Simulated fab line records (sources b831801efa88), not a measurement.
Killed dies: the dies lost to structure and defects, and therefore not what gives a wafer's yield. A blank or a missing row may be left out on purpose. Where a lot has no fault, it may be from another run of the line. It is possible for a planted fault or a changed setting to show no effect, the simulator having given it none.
fab line records	flow sky130
record: lots: 6	wafers: 18	lastDay: 50
route steps=708 shown FIELD_ISO@13 PAD_OPEN@708
lots that met no fault: from a run of the same line without faults
startH: hours from the record's first day to the start of the lot's first wafer shown	waitH: how many hours have passed since the lot's step before this one	" unchanged from the row above	L1.1+2: several wafers, shown together as one row	- either no value or no given start	* or withheld: withheld	< > ~ a bound
route shown NAME@n: a module of which the file shows steps, and the number in the route of the first	usual: mean/standard deviation taken from wafers without a fault	same: alike in all rows	chamber/n: place in a boat	sites: readings site by site	_std_site: standard deviation across them	_edge_site: outer sites' mean less inner sites'	radiusMm: for every site, how far away it sits from the centre of the wafer	mask NAME#n: copy n	behind: the most recent tool/chamber to have shaped the wafer	hold: why the lot went on hold/how many hours it stayed there/how the hold came to an end	device: the n, p or np transistor that did not switch	end of line: tests of these same wafers at the route's end	for a step that has no rows: nothing shown but its recipe	killed: at the first sort, the dies lost to defects and structure; wafer yield is something else	map: a wafer's dies, marking killed ones x, the rest . and places with no die _
set.NAME: the setting that was run; set.NAME@STEP: the one run at that earlier step	model.NAME: the simulator's own value behind a step, which no gauge read
lots at selected steps of the route; one table per step, one row per wafer
services: from which hour (startH, from the record's first day; less than 0 if before it) a tool's chamber was out of use, for how many hours, and why
== steps ==
step: SKY_FIELD_ISO_DEVELOP_12
recipe: developTimeS: 60	resist: KrF-thick	devTempC: 21
step: SKY_FIELD_ISO_CD_MEAS_13
recipe: targetCdNm: 150
usual: cdNm: 150.1/1.6
lot.wafer	tool	chamber	startH	waitH	cdNm
L698.2	cdSem-02	-	43.83	-	149.2
L698.3	"	-	"	"	150.1
L698.4	"	-	"	"	149.6
L702.2	cdSem-01	-	74.03	-	150.1
L702.5	"	-	"	"	149.7
L702.6	"	-	"	"	148.7
L709.2	cdSem-01	-	102.07	-	148.2
L709.3	"	-	"	"	148.6
L709.6	"	-	"	"	149.7
L711.2	cdSem-02	-	114.04	-	151.7
L711.3	"	-	"	"	150.9
L711.4	"	-	"	"	150.9
L712.2	cdSem-01	-	116.13	-	150.3
L712.4	"	-	"	"	151.0
L712.6	"	-	"	"	150.7
L717.2	cdSem-02	-	145.32	-	150.1
L717.4	"	-	"	"	149.3
L717.6	"	-	"	"	147.6
step: SKY_FIELD_ISO_ETCH_14
recipe: chemistry: N2/H2	target: BARC	ionEnergyEv: 200	sourceW: 500	biasW: 100	pressureMtorr: 30	n2FlowSccm: 100	h2FlowSccm: 200	stopOn: SiO2	timeS: 45.9	targetDepthA: 600
usual: drypumpMotorCurrentA: 5.4/0.45	oesProductAu: 0.855/0.0054	throttleValvePct: 13.225/0.0092
same: timeS: 45.9
lot.wafer	tool	chamber	startH	waitH	drypumpMotorCurrentA	oesProductAu	rfHoursCounterH	throttleValvePct
L698.2	rieDiel-04	1	43.93	0.1	5.4	0.857	127	13.218
L698.3	"	2	"	"	5.0	0.855	162	13.221
L698.4	"	0	"	"	4.9	0.852	35	13.216
L702.2	rieDiel-04	2	74.13	0.1	5.0	0.861	163	13.246
L702.5	"	1	"	"	5.4	0.856	-	13.212
L702.6	"	0	"	"	4.8	0.859	-	13.214
L709.2	rieDiel-01	0	102.17	0.1	5.4	0.851	21	13.216
L709.3	"	1	"	"	5.5	0.867	74	13.227
L709.6	"	0	"	"	5.3	0.858	-	13.216
L711.2	rieDiel-04	3	114.14	0.1	5.9	0.847	137	13.213
L711.3	"	1	"	"	5.5	0.856	128	13.232
L711.4	"	0	"	"	4.8	0.856	37	13.221
L712.2	rieDiel-03	3	116.23	0.1	5.8	0.856	29	13.238
L712.4	"	1	"	"	4.6	0.860	140	13.205
L712.6	"	2	"	"	5.4	0.863	-	13.225
L717.2	rieDiel-04	0	145.42	0.1	4.8	0.862	38	13.218
L717.4	"	2	"	"	5.0	0.846	0	13.229
L717.6	"	0	"	"	4.8	0.860	-	13.231
step: SKY_FIELD_ISO_ETCH_15
recipe: chemistry: CHF3/O2	targetDepthNm: 180	stopOn: Si	sourceW: 600	biasW: 200	pressureMtorr: 40	chf3FlowSccm: 50	O2_flow_sccm: 5	timeS: 72
usual: drypumpMotorCurrentA: 5.4/0.45	oesProductAu: 0.950/0.006	throttleValvePct: 8.845/0.0096
same: timeS: 72
lot.wafer	tool	chamber	startH	waitH	drypumpMotorCurrentA	oesProductAu	rfHoursCounterH	throttleValvePct
L698.2	rieDiel-04	1	43.98	0.0	5.4	0.948	127	8.839
L698.3	"	2	"	"	5.0	0.953	162	8.840
L698.4	"	0	"	"	4.8	0.942	35	8.833
L702.2	rieDiel-04	2	74.18	0.0	5.0	0.947	163	8.850
L702.5	"	1	"	"	5.4	0.956	-	8.826
L702.6	"	0	"	"	4.8	0.955	-	8.856
L709.2	rieDiel-01	0	102.21	0.0	5.3	0.951	21	8.847
L709.3	"	1	"	"	5.5	0.951	74	8.830
L709.6	"	0	"	"	5.3	0.953	-	8.831
L711.2	rieDiel-04	3	114.19	0.0	5.9	0.953	138	8.840
L711.3	"	1	"	"	5.4	0.955	128	8.853
L711.4	"	0	"	"	4.8	0.949	37	8.860
L712.2	rieDiel-03	3	116.28	0.0	5.7	0.943	29	8.847
L712.4	"	1	"	"	4.6	0.943	140	8.835
L712.6	"	2	"	"	5.4	0.954	-	8.832
L717.2	rieDiel-04	0	145.46	0.0	4.8	0.952	38	8.862
L717.4	"	2	"	"	5.0	0.945	0	8.845
L717.6	"	0	"	"	4.8	0.952	-	8.858
step: SKY_FIELD_ISO_STRIP_16
recipe: chemistry: O2/N2	powerW: 1400	pressureMtorr: 1500	platenTempC: withheld	o2FlowSccm: 3000	n2FlowSccm: 300	overashFraction: 0.5
usual: drypumpMotorCurrentA: 5.6/0.36	oesProductAu: 0.378/0.0044	stripTimeToEndpointS: 3.549/0.023
same: overashFraction: 0.5
lot.wafer	tool	chamber	startH	waitH	drypumpMotorCurrentA	oesProductAu	rfHoursCounterH	stripTimeToEndpointS
L698.2	plasmaAsher-02	0	44.03	0.0	6.0	0.380	39	3.514
L698.3	"	1	"	"	5.0	0.381	-	3.554
L698.4	"	0	"	"	5.9	0.379	-	3.526
L702.2	plasmaAsher-01	1	74.23	0.0	5.9	0.375	27	3.569
L702.5	"	0	"	"	5.5	0.374	-	3.538
L702.6	"	1	"	"	5.9	0.378	-	3.553
L709.2	plasmaAsher-01	0	102.27	0.0	5.5	0.380	30	3.558
L709.3	"	1	"	"	5.9	0.375	-	3.537
L709.6	"	1	"	"	5.9	0.374	-	3.558
L711.2	plasmaAsher-02	0	114.24	0.0	6.0	0.380	47	3.542
L711.3	"	0	"	"	6.0	0.382	-	3.524
L711.4	"	1	"	"	5.0	0.379	-	3.514
L712.2	plasmaAsher-01	0	116.33	0.0	5.5	0.379	31	3.591
L712.4	"	0	"	"	5.5	0.369	-	3.516
L712.6	"	1	"	"	5.9	0.383	-	3.566
L717.2	plasmaAsher-04	0	145.52	0.0	5.8	0.383	40	3.530
L717.4	"	0	"	"	5.8	0.381	-	3.581
L717.6	"	0	"	"	5.8	0.386	-	3.561
step: SKY_FIELD_ISO_ETCH_17
recipe: targetDepthA: 3420	maskMaterial: Si3N4	chemistry: HBr/Cl2/O2	target: Si	taperDeg: 5	icpW: 600	biasW: 150	pressureMtorr: 15	HBr_flow_sccm: 150	Cl2_flow_sccm: 40	O2_flow_sccm: 6	timeS: 97.7
usual: drypumpMotorCurrentA: 5.5/0.33	heBacksideLeakSccm: 2.8/0.32	oesProductAu: 0.998/0.0086	throttleValvePct: 25.657/0.01
same: timeS: 97.7
lot.wafer	tool	chamber	startH	waitH	drypumpMotorCurrentA	heBacksideLeakSccm	oesProductAu	rfHoursCounterH	throttleValvePct
L698.2	rieSi-02	0	44.13	0.1	5.8	2.4	0.986	12	25.657
L698.3	"	1	"	"	5.0	2.4	1.006	95	25.648
L698.4	"	3	"	"	5.3	2.8	0.999	0	25.655
L702.2	rieSi-02	0	74.33	0.1	5.7	2.6	0.995	12	25.660
L702.5	"	0	"	"	5.7	2.5	0.993	-	25.661
L702.6	"	3	"	"	5.2	3.0	1.007	-	25.643
L709.2	rieSi-01	2	102.37	0.1	5.8	2.6	0.995	59	25.651
L709.3	"	3	"	"	5.4	2.8	1.003	112	25.667
L709.6	"	1	"	"	6.0	2.6	1.004	-	25.657
L711.2	rieSi-01	1	114.34	0.1	6.0	2.5	0.991	74	25.652
L711.3	"	3	"	"	5.4	2.9	1.000	112	25.654
L711.4	"	0	"	"	5.5	3.0	0.994	3	25.660
L712.2	rieSi-02	1	116.43	0.1	5.0	2.5	1.013	95	25.655
L712.4	"	0	"	"	5.8	2.5	0.991	12	25.658
L712.6	"	3	"	"	5.3	3.0	1.011	-	25.651
L717.2	rieSi-01	3	145.62	0.1	5.4	2.7	1.000	112	25.652
L717.4	"	0	"	"	5.4	2.9	1.006	3	25.659
L717.6	"	3	"	"	5.4	2.9	1.006	-	25.652
step: SKY_FIELD_ISO_WET_ETCH_18
recipe: chemistry: H3PO4	targetDepthNm: 25	tempC: 160	target: Si3N4	timeS: 286
step: SKY_FIELD_ISO_CLEAN_19
recipe: chemistry: SC1/SC2	mix: 1:4:20	tempC: 70	timeS: 152.6
step: SKY_FIELD_ISO_CLEAN_20
recipe: chemistry: dHF	timeS: 20	dilution: 100:1
step: SKY_FIELD_ISO_WET_ETCH_21
recipe: chemistry: dHF	dilution: 100:1	targetDepthNm: 20	dry: ipaMarangoni	target: SiO2	tempC: 25	timeS: 400
step: SKY_FIELD_ISO_OXIDATION_22
recipe: tempC: 950	ambient: O2	stabiliseS: 600	purgeS: 300	targetThkA: 100	oxTimeS: 623
step: SKY_FIELD_ISO_THK_MEAS_23
recipe: reads: SiO2_of_FIELD_ISO_OXIDATION_22
usual: FIELD_ISO_OXIDATION_01_THK: 10.03/0.23
lot.wafer	tool	chamber	startH	waitH	FIELD_ISO_OXIDATION_01_THK[nm]
L698.2	filmMetro-01	-	45.95	0.0	9.88
L698.3	"	-	"	"	9.73
L698.4	"	-	"	"	9.91
L702.2	filmMetro-03	-	76.99	0.0	10.34
L702.5	"	-	"	"	10.19
L702.6	"	-	"	"	10.14
L709.2	filmMetro-03	-	106.02	0.0	9.94
L709.3	"	-	"	"	10.03
L709.6	"	-	"	"	9.80
L711.2	filmMetro-04	-	123.98	0.0	10.36
L711.3	"	-	"	"	10.34
L711.4	"	-	"	"	10.20
L712.2	filmMetro-01	-	123.98	0.0	10.30
L712.4	"	-	"	"	10.09
L712.6	"	-	"	"	10.32
L717.2	filmMetro-04	-	150.56	0.0	9.66
L717.4	"	-	"	"	9.83
L717.6	"	-	"	"	9.75
step: SKY_FIELD_ISO_CVD_24
recipe: material: SiO2	targetThkNm: 595	tempC: 650	sigmaOpenFrac: 0.3	timeS: 99.2	sih4FlowSccm: 60	pressureMtorr: 6
lot.wafer	tool	chamber	startH	waitH	model.SiO2_of_FIELD_ISO_CVD_24.thkNm
L698.2	hdpcvd-02	2	46.00	0.0	592.5
L698.3	"	0	"	"	601.3
L698.4	"	2	"	"	597.6
L702.2	hdpcvd-02	1	77.04	0.0	594.2
L702.5	"	2	"	"	603
L702.6	"	1	"	"	598.9
L709.2	hdpcvd-02	1	106.07	0.0	635.4
L709.3	"	2	"	"	638.4
L709.6	"	1	"	"	637.2
L711.2	hdpcvd-02	0	124.03	0.0	637.1
L711.3	"	1	"	"	644.2
L711.4	"	1	"	"	638.1
L712.2	hdpcvd-01	1	124.03	0.0	600.3
L712.4	"	2	"	"	594.4
L712.6	"	0	"	"	600
L717.2	hdpcvd-01	0	150.61	0.0	604.7
L717.4	"	2	"	"	598.7
L717.6	"	0	"	"	605.4
step: SKY_FIELD_ISO_THK_MEAS_25
recipe: reads: SiO2_of_FIELD_ISO_CVD_24
usual: FIELD_ISO_CVD_24_THK: 598/4.9
lot.wafer	tool	chamber	startH	waitH	hold	FIELD_ISO_CVD_24_THK[nm]
L698.2	filmMetro-03	-	46.08	0.0	-	592
L698.3	"	-	"	"	-	601
L698.4	"	-	"	"	-	597
L702.2	filmMetro-01	-	77.12	0.0	-	594
L702.5	"	-	"	"	-	603
L702.6	"	-	"	"	-	599
L709.2	filmMetro-03	-	106.15	0.0	awaitDispo/0.2h/release	635
L709.3	"	-	"	"	awaitDispo/0.2h/release	638
L709.6	"	-	"	"	awaitDispo/0.2h/release	637
L709.2	filmMetro-03	-	106.38	0.2	-	635
L709.3	"	-	"	"	-	638
L709.6	"	-	"	"	-	637
L711.2	filmMetro-04	-	124.11	0.0	awaitDispo/0.2h/release	637
L711.3	"	-	"	"	awaitDispo/0.2h/release	644
L711.4	"	-	"	"	awaitDispo/0.2h/release	639
L711.2	filmMetro-04	-	124.34	0.2	-	637
L711.3	"	-	"	"	-	644
L711.4	"	-	"	"	-	638
L712.2	filmMetro-03	-	124.11	0.0	-	600
L712.4	"	-	"	"	-	594
L712.6	"	-	"	"	-	600
L717.2	filmMetro-03	-	150.70	0.0	-	605
L717.4	"	-	"	"	-	598
L717.6	"	-	"	"	-	606
step: SKY_PAD_OPEN_PROBE_99
usual: killed_at_M0_to_M3: 44/7.2	killed_at_M4_up: 3.0/1.8	killedAtContacts: 24/5.4	killedAtFrontEnd: 14/4.4	killedAtOther: 0.4/0.64	killedDies: 86/9.4	killedOpen: 47/7.7	killedShort: 39/5.8
same: grossDies: 492	killedAtBackSide: 0
lot.wafer	tool	chamber	startH	waitH	killed_at_M0_to_M3	killed_at_M4_up	killedAtContacts	killedAtFrontEnd	killedAtOther	killedDies	killedOpen	killedShort
L698.2	prober-01	-	1087.61	0.1	38	5	26	16	0	85	45	40
L698.3	prober-01	-	1087.66	0.2	27	5	25	14	0	71	36	35
L698.4	prober-01	-	1087.71	0.2	42	2	26	7	0	77	38	39
L702.2	prober-02	-	1127.78	0.1	35	3	30	14	1	83	53	29
L702.5	prober-02	-	1127.93	0.2	50	2	25	15	0	92	53	39
L702.6	prober-02	-	1127.98	0.2	50	4	28	9	1	92	51	40
L709.2	prober-02	-	1162.20	0.1	49	1	29	25	1	105	63	42
L709.3	prober-02	-	1162.25	0.2	54	4	18	18	1	95	44	51
L709.6	prober-02	-	1162.40	0.2	36	2	17	17	0	72	37	35
L712.2	prober-01	-	1186.77	0.1	38	3	29	12	0	82	45	37
L712.4	prober-01	-	1186.87	0.2	35	5	11	10	0	61	30	28
L712.6	prober-01	-	1186.97	0.2	40	2	21	15	0	78	27	49
L711.2	prober-02	-	1187.42	0.1	61	7	22	9	0	99	54	45
L711.3	prober-02	-	1187.47	0.2	47	6	27	9	0	89	49	40
L711.4	prober-02	-	1187.52	0.2	45	7	33	14	0	99	55	44
L717.2	prober-01	-	1203.22	0.1	47	1	17	16	1	82	41	41
L717.4	prober-01	-	1203.32	0.2	45	3	27	7	0	82	35	47
L717.6	prober-01	-	1203.42	0.2	48	4	22	8	0	82	57	25
killed by level:class
L698.2 CONTACT:geometricParticle:open=8 VIA1:geometricParticle:open=8 LOCAL_INTERCONNECT:geometricParticle:short=7 VIA2:geometricParticle:open=7 POLY_GATE:geometricParticle:open=6 METAL3:geometricParticle:short=6 VIA3:geometricParticle:open=6 METAL4:geometricParticle:short=5
L698.3 LI_CONTACT:geometricParticle:open=7 VIA1:geometricParticle:open=6 FIELD_ISO:geometricParticle:open=5 LI_CONTACT:geometricParticle:short=5 LOCAL_INTERCONNECT:geometricParticle:short=5 CONTACT:geometricParticle:open=5 METAL2:geometricParticle:short=5 METAL1:geometricParticle:open=3
L698.4 VIA1:geometricParticle:open=12 VIA1:geometricParticle:short=5 LI_CONTACT:geometricParticle:open=5 LOCAL_INTERCONNECT:geometricParticle:short=5 CONTACT:geometricParticle:open=5 METAL2:geometricParticle:short=5 LI_CONTACT:geometricParticle:short=4 LOCAL_INTERCONNECT:geometricParticle:open=4
L702.2 CONTACT:geometricParticle:open=14 VIA1:geometricParticle:open=12 LI_CONTACT:geometricParticle:open=9 POLY_GATE:geometricParticle:short=6 VIA2:geometricParticle:open=5 CONTACT:geometricParticle:short=4 FIELD_ISO:geometricParticle:open=3 METAL1:geometricParticle:short=3
L702.5 VIA1:geometricParticle:open=14 VIA2:geometricParticle:open=12 CONTACT:geometricParticle:open=11 CONTACT:geometricParticle:short=7 VIA2:geometricParticle:short=5 VIA3:geometricParticle:open=5 POLY_GATE:geometricParticle:short=4 LOCAL_INTERCONNECT:geometricParticle:short=4
L702.6 CONTACT:geometricParticle:open=12 VIA1:geometricParticle:open=12 VIA2:geometricParticle:open=10 METAL1:geometricParticle:short=9 LI_CONTACT:geometricParticle:open=6 VIA1:geometricParticle:short=6 METAL2:geometricParticle:short=5 LI_CONTACT:geometricParticle:short=4
L709.2 CONTACT:geometricParticle:open=15 VIA1:geometricParticle:open=10 METAL1:geometricParticle:short=9 FIELD_ISO:geometricParticle:open=8 POLY_GATE:geometricParticle:open=8 CONTACT:geometricParticle:short=6 VIA2:geometricParticle:open=6 METAL2:geometricParticle:short=5
L709.3 METAL1:geometricParticle:short=11 VIA2:geometricParticle:open=9 POLY_GATE:geometricParticle:short=8 CONTACT:geometricParticle:open=8 METAL2:geometricParticle:short=8 VIA1:geometricParticle:open=7 VIA3:geometricParticle:open=7 FIELD_ISO:geometricParticle:short=4
L709.6 CONTACT:geometricParticle:open=8 VIA1:geometricParticle:open=8 FIELD_ISO:geometricParticle:short=7 VIA2:geometricParticle:open=6 CONTACT:geometricParticle:short=5 METAL1:geometricParticle:short=5 LI_CONTACT:geometricParticle:open=4 VIA2:geometricParticle:short=4
L712.2 CONTACT:geometricParticle:open=12 LI_CONTACT:geometricParticle:open=8 VIA1:geometricParticle:open=8 CONTACT:geometricParticle:short=7 METAL1:geometricParticle:short=7 VIA2:geometricParticle:open=5 FIELD_ISO:geometricParticle:short=4 VIA3:geometricParticle:short=4
L712.4 VIA1:geometricParticle:open=8 METAL2:geometricParticle:short=5 VIA1:geometricParticle:short=4 VIA2:geometricParticle:open=4 FIELD_ISO:geometricParticle:short=3 POLY_GATE:geometricParticle:open=3 LI_CONTACT:geometricParticle:open=3 LOCAL_INTERCONNECT:geometricParticle:short=3
L712.6 METAL2:geometricParticle:short=7 LOCAL_INTERCONNECT:geometricParticle:short=6 VIA3:geometricParticle:open=6 VIA1:geometricParticle:open=5 CONTACT:geometricParticle:open=5 CONTACT:geometricParticle:short=5 METAL1:geometricParticle:short=5 VIA1:geometricParticle:short=5
L711.2 VIA1:geometricParticle:open=12 LI_CONTACT:geometricParticle:open=10 CONTACT:geometricParticle:open=9 METAL1:geometricParticle:short=8 METAL4:geometricParticle:short=7 VIA2:geometricParticle:open=7 VIA2:geometricParticle:short=7 METAL2:geometricParticle:short=6
L711.3 VIA1:geometricParticle:open=13 LI_CONTACT:geometricParticle:open=10 CONTACT:geometricParticle:open=10 VIA1:geometricParticle:short=8 VIA2:geometricParticle:open=5 METAL1:geometricParticle:short=4 LI_CONTACT:geometricParticle:short=4 VIA3:geometricParticle:open=4
L711.4 CONTACT:geometricParticle:open=12 LI_CONTACT:geometricParticle:open=10 VIA1:geometricParticle:open=10 VIA2:geometricParticle:open=7 VIA2:geometricParticle:short=6 FIELD_ISO:geometricParticle:short=5 CONTACT:geometricParticle:short=5 METAL2:geometricParticle:short=5
L717.2 CONTACT:geometricParticle:open=8 VIA1:geometricParticle:open=7 VIA3:geometricParticle:open=7 METAL1:geometricParticle:short=6 VIA1:geometricParticle:short=6 FIELD_ISO:geometricParticle:short=5 FIELD_ISO:geometricParticle:open=5 VIA2:geometricParticle:short=5
L717.4 CONTACT:geometricParticle:open=10 METAL2:geometricParticle:short=9 VIA1:geometricParticle:open=8 LI_CONTACT:geometricParticle:short=6 CONTACT:geometricParticle:short=6 VIA1:geometricParticle:short=5 VIA2:geometricParticle:open=5 VIA3:geometricParticle:open=5
L717.6 CONTACT:geometricParticle:open=13 VIA1:geometricParticle:open=11 VIA2:geometricParticle:open=9 VIA3:geometricParticle:open=8 LI_CONTACT:geometricParticle:open=5 METAL1:geometricParticle:short=4 METAL3:geometricParticle:short=4 FIELD_ISO:geometricParticle:open=3
== services ==
tool	chamber	startH	hours	kind
plasmaAsher-02	-	32.64	3.4	repair
rieSi-02	-	46.20	1.2	repair
hdpcvd-01	-	58.92	1.5	repair
plasmaAsher-04	-	60.61	10.0	pm
hdpcvd-01	-	66.75	15.0	pm
hdpcvd-01	0	66.75	15.0	ventCycle
hdpcvd-01	1	66.75	15.0	ventCycle
hdpcvd-01	2	66.75	15.0	ventCycle
rieDiel-03	-	74.80	2.8	pm
rieSi-01	-	77.87	2.8	pm
hdpcvd-01	0	81.75	-	clean
hdpcvd-01	1	81.75	-	clean
hdpcvd-01	2	81.75	-	clean
rieSi-01	0	106.97	4.1	repair
rieDiel-01	0	107.24	22.5	repair
rieDiel-04	2	115.17	-	clean
rieDiel-04	2	115.17	21.7	scheduledDown
rieDiel-04	2	115.17	21.7	ventCycle
rieDiel-03	2	126.54	-	clean
rieDiel-03	2	126.54	20.2	scheduledDown
rieDiel-03	2	126.54	20.2	ventCycle
rieDiel-01	3	137.68	6.5	repair
plasmaAsher-01	-	145.14	5.5	repair
== key ==
firstSign: step: SKY_FIELD_ISO_THK_MEAS_25	reading: visit	direction: added
effect: step: SKY_FIELD_ISO_THK_MEAS_25	reading: FIELD_ISO_CVD_24_THK	direction: up	sigmas: 8.2	usual: 598	struck: 638
modelEffect: step: SKY_FIELD_ISO_CVD_24	value: SiO2_of_FIELD_ISO_CVD_24.thkNm	without: 593.4	struck: 638.4
metAt SKY_FIELD_ISO_CVD_24
struckWafers L709.2,L709.3,L709.6,L711.2,L711.3,L711.4
testerLeftOut L709,L711
onsetBetween 77.04 106.07
fault: kind: processParameterDrift	tool: hdpcvd-02	chamber: -	onsetH: 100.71	steps: SKY_FIELD_ISO_CVD_24	channel: targetThkNm	offset: 44.968	shape: step	endH: 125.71	actsIn: theseRecipesOnly	stated: 595
testerLeftOut: of these lots the tester's yield and bins aren't shown, on N5 and GAA mostly nor the transistor test; their killed dies are dies lost to structure and defects alone, not to doping, threshold or leakage, so they don't give the yield
